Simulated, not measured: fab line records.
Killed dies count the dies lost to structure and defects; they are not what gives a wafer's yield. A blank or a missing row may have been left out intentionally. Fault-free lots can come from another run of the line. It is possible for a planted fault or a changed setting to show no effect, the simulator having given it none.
A single fault, viewed from 2 desks	flow sky130	each desk holds nothing but its own numbers, with what lay behind them at the end

METROLOGY DESK
Means of the sampled wafers that have a number, per lot and without regard to the tool the lot ran on: this is what the gauges read. Marked OUT: a lot whose mean sits more than 4 standard deviations from the usual mean, which makes it out of limits; the brackets give that distance.
Columns: A = SONOS_TUNNEL_OVL at SKY_SONOS_TUNNEL_OVL_MEAS_08, usual 0.3 nm; B = LDD_LDN_TW at SKY_LDD_LDN_TW_MEAS_13, usual 1485; C = SPACER_CVD_00_THK at SKY_SPACER_THK_MEAS_01, usual 43.4 nm; D = SD_N_OVL at SKY_SD_N_OVL_MEAS_08, usual -0.3 nm
lot	first seen here	A	B	C	D
L738	day 11 20:09	0.4	1473	43.3	0.4
L740	day 12 11:05	-0.1	1490	43.5	-1.5
L741	day 12 17:29	0.7	1471	43.3	0.8
L742	day 13 03:05	-0.4	1472	44.5	-0.6
L743	day 13 12:12	0.9	1511	43.5	0.7
L744	day 13 21:59	-1.2	1391 (-7.9) OUT	43.3	1.9
L745	day 13 22:17	1.2	1387 (-8.1) OUT	43.5	-2.5
L754	day 17 01:41	-0.6	1488	43.5	-1.6
L755	day 17 13:16	-0.8	1479	42.9	0.1
L756	day 17 16:56	0.1	1479	43.0	0.4
L757	day 17 22:10	0.7	1498	43.1	-1.2
L759	day 18 11:20	-0.4	1492	42.9	-1.5
L760	day 18 22:55	1.5	1496	42.9	-2.4
Per this desk, out of limits: L744, L745; the first was L744, day 25 22:47 (LDD_LDN_TW at SKY_LDD_LDN_TW_MEAS_13). L738, L740, L741, L742, L743, L754, L755, L756, L757, L759, L760 stayed within limits.

TOOL OWNER'S DESK, implanter-02
SKY_LDD_LDN_IMPLANT_08, tool's own readings: per-lot mean of the sampled wafers with a number, covering each lot this tool ran. Marked OUT: a lot whose mean sits more than 4 standard deviations from the usual mean, which makes it out of limits; the brackets give that distance.
Columns: A = dose ions cm2 at SKY_LDD_LDN_IMPLANT_08, usual 1.2498e+13; B = faraday current uA at SKY_LDD_LDN_IMPLANT_08, usual 70.5
lot	first seen here	A	B
L741	day 24 11:37	1.2512e+13	70.1
L743	day 25 14:14	1.2517e+13	71.9
L744	day 25 22:05	2.4723e+12 (-99 or more) OUT	14.0 (-38) OUT
L745	day 25 23:23	2.4773e+12 (-99 or more) OUT	14.0 (-38) OUT
L756	day 29 14:42	1.2517e+13	71.8
L757	day 29 17:04	1.2519e+13	71.2
L759	day 30 06:15	1.2512e+13	71.2
L760	day 30 19:26	1.2476e+13	70.6
This desk's finding: out of limits on L744, L745; first on L744, day 25 22:05 (dose ions cm2 at SKY_LDD_LDN_IMPLANT_08). L741, L743, L756, L757, L759, L760 stayed within limits.

BROUGHT TOGETHER
The tool owner's desk had the chance to raise an alarm at day 25 22:05 on L744, L745.
Metrology desk: alarm possible at day 25 22:47 on L744, L745.
The lots listed all ran SKY_LDD_LDN_IMPLANT_08 on implanter-02.

WHAT THE SIMULATOR HAD INSERTED
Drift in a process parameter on implanter-02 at SKY_LDD_LDN_IMPLANT_08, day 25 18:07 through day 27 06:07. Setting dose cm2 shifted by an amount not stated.
Lots struck among those shown: L744, L745.
Fault start to first reading out of limits, in hours, per desk: tool owner, 4; metrology, 5.
